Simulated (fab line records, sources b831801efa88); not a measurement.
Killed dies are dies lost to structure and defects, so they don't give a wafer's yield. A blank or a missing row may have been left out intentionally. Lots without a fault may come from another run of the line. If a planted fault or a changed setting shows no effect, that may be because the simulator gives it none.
Which tool did it? | flow sky130 | Sampling: 6 lots, 17 wafers, 3 of 708 route steps

## WHAT THE GAUGES SHOWED, per wafer
SKY_SD_N_RS_MEAS_16: measurement is done with a four-point probe.
lot  | measured     | on            | SD_N_RS (ohm/sq)
L525 | day 28 08:58 | film metro-01 | 68.56 68.41 68.51
L527 | day 29 10:16 | film metro-01 | 68.46 68.53 68.65
L530 | day 30 09:37 | film metro-01 | 68.58 68.63 68.56
L537 | day 32 08:11 | film metro-03 | 70.27 68.69
L543 | day 34 09:51 | film metro-01 | 68.52 68.66 68.57
L546 | day 35 07:05 | film metro-02 | 68.67 68.50 68.52

## EACH LOT AND THE TOOL THAT RAN IT (in order: tool; ch and the chambers of the sampled wafers; start)
lot  | SKY_SD_N_IMPLANT_09             | SKY_SD_N_STRIP_11
L525 | implanter-01 ch 0, day 28 08:17 | plasma asher-01 ch 0,1, day 28 08:35
L527 | implanter-03 ch 0, day 29 09:35 | plasma asher-04 ch 0,1, day 29 09:52
L530 | implanter-02 ch 0, day 30 08:55 | plasma asher-01 ch 0,1, day 30 09:11
L537 | implanter-03 ch 0, day 32 07:30 | plasma asher-01 ch 1, day 32 07:48
L543 | implanter-01 ch 0, day 34 09:10 | plasma asher-01 ch 0,1, day 34 09:26
L546 | implanter-02 ch 0, day 35 06:25 | plasma asher-04 ch 0,1, day 35 06:41
- SKY_SD_N_IMPLANT_09
- SKY_SD_N_STRIP_11: strips in O2/N2.

## THE ANSWER, worked out from the rows above alone
Rule: the usual values come from the lots themselves. Put in order of their means at a reading, lots are off if they are a third of the lots or fewer, leave a main group of 4 or more, and stand apart from it by a gap of 3 or more times the standard deviation of the main group's means; of several such gaps the widest counts. The tables above print the reading to a certain number of digits; a main group whose means all agree to those digits is not used. Also off: a lot with no number at a reading for which 4 or more lots have one. The other lots that the step has rows for count as sound.
Off: L537, seen at SKY_SD_N_RS_MEAS_16 (SD_N_RS). For the main group the mean is 68.56 ohm/sq and the standard deviation 0.035.
A tool fits if, at a process step before that reading, it ran every lot that is off, and no sound lot after the first of them. Gauges at SKY_SD_N_RS_MEAS_16: tried the same way as those tools. Undecided on this evidence; 2 tools fit (implanter-03 at SKY_SD_N_IMPLANT_09, film metro-03 at SKY_SD_N_RS_MEAS_16).

## WHAT WAS PUT IN BY THE SIMULATOR
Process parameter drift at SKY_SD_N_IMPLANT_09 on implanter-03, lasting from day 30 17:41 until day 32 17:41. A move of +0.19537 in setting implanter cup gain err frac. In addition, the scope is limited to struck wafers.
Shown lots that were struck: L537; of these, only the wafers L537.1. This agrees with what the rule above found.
